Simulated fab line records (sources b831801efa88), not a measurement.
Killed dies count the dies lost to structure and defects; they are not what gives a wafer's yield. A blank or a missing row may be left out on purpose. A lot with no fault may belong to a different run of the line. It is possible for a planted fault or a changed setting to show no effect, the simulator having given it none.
What tool caused it?    flow sky130    Sampling: 6 lots, 18 wafers, 3 of 708 route steps

== WHAT EACH GAUGE READ, for each wafer ==
SKY_LI_CONTACT_RS_MEAS_22: measurement is done with a four-point probe.
lot   measured      on             LI_CONTACT_W_RS (ohm/sq)
L367  day 29 08:46  film_metro-01  0.2868 0.2858 0.2852
L370  day 30 15:51  film_metro-01  0.2842 0.2863 0.2888
L372  day 31 19:31  film_metro-04  0.2884 0.2749 0.2873
L383  day 34 23:07  film_metro-03  0.2863 0.2808 0.2825
L385  day 35 22:09  film_metro-01  0.2797 0.2813 0.2815
L389  day 36 16:05  film_metro-04  0.2857 0.2891 0.2861

== WHICH TOOL RAN EACH LOT (tool, then ch and the chambers of the sampled wafers, then the start) ==
lot   SKY_LI_CONTACT_ETCH_14              SKY_LI_CONTACT_CVD_21
L367  rie_diel-03 ch 1,2,3, day 29 08:04  cvd_w-01 ch 0,1, day 29 08:39
L370  rie_diel-03 ch 0,1,2, day 30 15:07  cvd_w-01 ch 0,1, day 30 15:43
L372  rie_diel-02 ch 0,2,3, day 31 18:49  cvd_w-01 ch 0,1, day 31 19:22
L383  rie_diel-01 ch 0,1,2, day 34 22:25  cvd_w-02 ch 0,1, day 34 22:58
L385  rie_diel-01 ch 0, day 35 21:22      cvd_w-02 ch 0,1, day 35 22:01
L389  rie_diel-02 ch 0,3, day 36 15:23    cvd_w-01 ch 0,1, day 36 15:56
- SKY_LI_CONTACT_ETCH_14: etches BARC in N2/H2, stops on SiO2, time 45.9 s, target depth 60 nm.
- SKY_LI_CONTACT_CVD_21: deposits W, target thk 400 nm, time 120.56 s.

== THE ANSWER, worked out from the rows above alone ==
Rule: the lots themselves supply what counts as usual. The widest of any qualifying gaps counts: lots, ordered by their means at a reading, are off when they make up no more than a third of the lots, leave a main group of 4 or more, and stand apart from it by 3 or more times the standard deviation of that group's means. A main group whose means are all the same, to the digits that the tables above print for the reading, isn't used. A lot without any number at a reading at which 4 lots or more have one is off too. Where the step has rows for the other lots, those lots are counted as sound.
Across all readings shown, no lot is off: no conclusion can be drawn from this.

== WHAT HAD BEEN PUT IN BY THE SIMULATOR ==
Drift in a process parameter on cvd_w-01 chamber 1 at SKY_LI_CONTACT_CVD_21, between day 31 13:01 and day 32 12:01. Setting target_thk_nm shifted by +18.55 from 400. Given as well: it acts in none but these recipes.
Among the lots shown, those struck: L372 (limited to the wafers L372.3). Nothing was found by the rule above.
